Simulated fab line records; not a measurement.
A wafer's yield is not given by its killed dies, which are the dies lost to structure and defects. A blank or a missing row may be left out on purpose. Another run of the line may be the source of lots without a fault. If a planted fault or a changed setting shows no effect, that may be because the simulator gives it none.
One fault through the eyes of 2 desks / flow sky130 / numbers are kept per desk, each desk with only its own; the story behind them comes last

## THE METROLOGY DESK
Means of the sampled wafers that have a number, per lot and without regard to the tool the lot ran on: this is what the gauges read. The brackets show how far a lot's mean lies from the usual mean; more than 4 standard deviations puts the lot out of limits, marked OUT.
Columns: A = CAPM_TIN_RS at SKY_CAPM_RS_MEAS_03, usual 6.93 ohm/sq
lot=L491; first seen here=day 36 20:02; A=6.92
lot=L490; first seen here=day 36 20:44; A=6.92
lot=L492; first seen here=day 37 07:10; A=6.94
lot=L497; first seen here=day 39 06:04; A=7.08
lot=L496; first seen here=day 39 08:43; A=6.98
lot=L501; first seen here=day 41 10:20; A=6.91
lot=L506; first seen here=day 41 23:39; A=7.03
lot=L508; first seen here=day 42 05:07; A=6.89
lot=L507; first seen here=day 42 09:50; A=6.88
lot=L510; first seen here=day 42 16:19; A=6.93
lot=L509; first seen here=day 42 19:10; A=6.89
This desk found nothing out of limits on any of the 11 lots.

## TOOL OWNER'S DESK, rieMetal-03
The tool's own readings at SKY_METAL3_METAL_ETCH_18 (etches the open film in Cl2/BCl3, stops on SiO2, target depth 845 nm, time 183.1 s): means of the sampled wafers that have a number, for each lot that ran on this tool. The brackets show how far a lot's mean lies from the usual mean; more than 4 standard deviations puts the lot out of limits, marked OUT.
Columns: A = drypumpMotorCurrentA at SKY_METAL3_METAL_ETCH_18, usual 5.6 A; B = oesProductAu at SKY_METAL3_METAL_ETCH_18, usual 0.867 a.u.; C = throttleValvePct at SKY_METAL3_METAL_ETCH_18, usual 22.264 %
lot=L490; first seen here=day 39 02:00; A=5.2; B=0.867; C=22.261
lot=L497; first seen here=day 41 07:32; A=5.2; B=0.874; C=22.267
lot=L501; first seen here=day 43 09:26; A=5.3; B=0.872; C=22.258
lot=L507; first seen here=day 44 09:15; A=5.5; B=0.863; C=22.272
This desk found nothing out of limits on any of the 4 lots.

## ALL TOGETHER
At the metrology desk, nothing out of limits was observed.
The desk of the tool owner found nothing out of limits.

## WHAT WAS PUT IN BY THE SIMULATOR
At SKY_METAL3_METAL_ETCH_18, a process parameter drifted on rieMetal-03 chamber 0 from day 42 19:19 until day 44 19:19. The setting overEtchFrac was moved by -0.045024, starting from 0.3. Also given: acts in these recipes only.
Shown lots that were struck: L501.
